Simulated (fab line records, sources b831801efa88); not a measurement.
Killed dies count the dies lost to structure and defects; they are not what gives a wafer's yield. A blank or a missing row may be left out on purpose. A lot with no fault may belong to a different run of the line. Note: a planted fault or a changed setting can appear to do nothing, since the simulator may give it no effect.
A lot that was struck, set against a sound lot / flow sky130 / 15 out of 708 route steps
Sound: the wafers L234.1, L234.5, L234.6. Wafers L255.3, L255.4, L255.5 were the ones struck. Last of all comes the cause.
For every step that has rows: the tool of each side, followed by ch and its chambers, followed by its first start. Under that, the readings that differ: sound wafers / struck wafers / difference of the means / sigmas: that difference in standard deviations of wafers without a fault.
alike: readings whose means differ by less than 2 such deviations, and words and numbers that are the same on both sides. not compared: withheld readings, readings that some wafer has no value for, bounds like >300 that may hide the same value, and numbers for which the record gives no deviation and whose values overlap.
The two part at a step that has a row with sigmas, a row that says differs or no value, or rows on one side only. When numbers do not overlap yet have no deviation, they are printed without sigmas and do not part them. A reading that every wafer of one side lacks parts them only if that side has two wafers or more.

first, 7 steps without rows for these wafers: SKY_POLY_GATE_HMDS_06 (prime time 60 s); SKY_POLY_GATE_COAT_07 (resist thk 110 nm); SKY_POLY_GATE_COAT_08 (resist thk 450 nm); SKY_POLY_GATE_SOFTBAKE_09 (time 90 s); SKY_POLY_GATE_EXPOSE_10 (exposes mask P1M, target cd 150 nm); SKY_POLY_GATE_PEB_11; SKY_POLY_GATE_DEVELOP_12 (develop time 58.71 s).
SKY_POLY_GATE_CD_MEAS_13 targets a cd of 150 nm.
  sound on cd_sem-02, day 17 05:27; struck on cd_sem-02, day 24 19:22
  alike: cd_nm
SKY_POLY_GATE_OVL_MEAS_14:
  sound on overlay-01, day 17 05:34; struck on overlay-02, day 24 19:28
  alike: POLY_GATE_OVL
SKY_POLY_GATE_ETCH_15: etches BARC in N2/H2, stops on SiO2, time 118.5 s, target depth 110 nm.
  sound on rie_diel-01 ch 0,1,2, day 17 05:37; struck on rie_diel-01 ch 1,2,3, day 24 19:29
  alike: drypump_motor_current_A, oes_product_au, throttle_valve_pct
  not compared: rf_hours_counter_h
SKY_POLY_GATE_ETCH_16: etches Si3N4 in CH3F/O2, stops on poly-Si, time 147.5 s, target depth 75 nm.
  sound on rie_diel-01 ch 0,1,2, day 17 05:41; struck on rie_diel-01 ch 1,2,3, day 24 19:34
reading=oes_product_au (a.u.); sound=0.643 0.653 0.643; struck=0.630 0.640 0.636; difference=-0.011; sigmas=-2
  alike: drypump_motor_current_A, throttle_valve_pct
  not compared: rf_hours_counter_h
SKY_POLY_GATE_ETCH_17: etches poly-Si in HBr/Cl2, stops on SiO2, target depth 180 nm, time 70.5 s.
  sound on rie_si-02 ch 0,1, day 17 05:47; struck on rie_si-02 ch 1,2,3, day 24 19:40
  alike: drypump_motor_current_A, oes_product_au, throttle_valve_pct
  not compared: rf_hours_counter_h
SKY_POLY_GATE_STRIP_18: strips in O2/N2.
  sound on plasma_asher-04 ch 0,1, day 17 05:51; struck on plasma_asher-04 ch 0,1, day 24 19:45
  no value came back on the struck wafers for chamber_pressure_mTorr (mTorr), drypump_motor_current_A (A), oes_product_au (a.u.), strip_time_to_endpoint_s (s); on the sound wafers chamber_pressure_mTorr (mTorr) reads 1499.2 1499.6 1501.2
reading=model.KrF-thick_of_POLY_GATE_COAT_08.thk_nm (nm); sound=0 0 0; struck=141.2 135.6 137.9; difference=+138.2; sigmas=
reading=model.BARC_of_POLY_GATE_COAT_07.thk_nm (nm); sound=0 0 0; struck=110.2 110.4 110.4; difference=+110.3; sigmas=
  not compared: rf_hours_counter_h
then, 1 step without rows for these wafers: SKY_POLY_GATE_CLEAN_19 (cleans in SC1/SC2, time 150 s).
-- a jump in the record: the struck wafers' starts before and after are 26 days apart (it breaks off in module POLY_GATE and resumes in module PAD_OPEN, where the first step shown is number 708 of the route) --
SKY_PAD_OPEN_PROBE_99:
  sound on prober-01, day 46 10:32; struck on prober-01, day 50 22:16
reading=hold; sound=- - -; struck=await_dispo/6.2h/scrap await_dispo/6.2h/scrap await_dispo/6.2h/scrap; difference=no value on the sound wafers; sigmas=
reading=killed_at_M0_to_M3; sound=30 37 37; struck=49 53 49; difference=+16; sigmas=+2
reading=killed_at_front_end; sound=16 9 17; struck=412 401 413; difference=+395; sigmas=+96
reading=killed_at_other; sound=0 0 0; struck=1 1 1; difference=+1; sigmas=+2
reading=killed_dies; sound=67 81 86; struck=492 492 492; difference=+414; sigmas=+42
reading=killed_on_rim; sound=11 14 15; struck=96 96 96; difference=+83; sigmas=+22
  alike: killed_at_M4_up, killed_at_contacts, killed_open, killed_short

== WHERE THEY PART ==
Earliest at SKY_POLY_GATE_ETCH_16; latest, in this record, at SKY_PAD_OPEN_PROBE_99.

WHY: what the simulator had put in
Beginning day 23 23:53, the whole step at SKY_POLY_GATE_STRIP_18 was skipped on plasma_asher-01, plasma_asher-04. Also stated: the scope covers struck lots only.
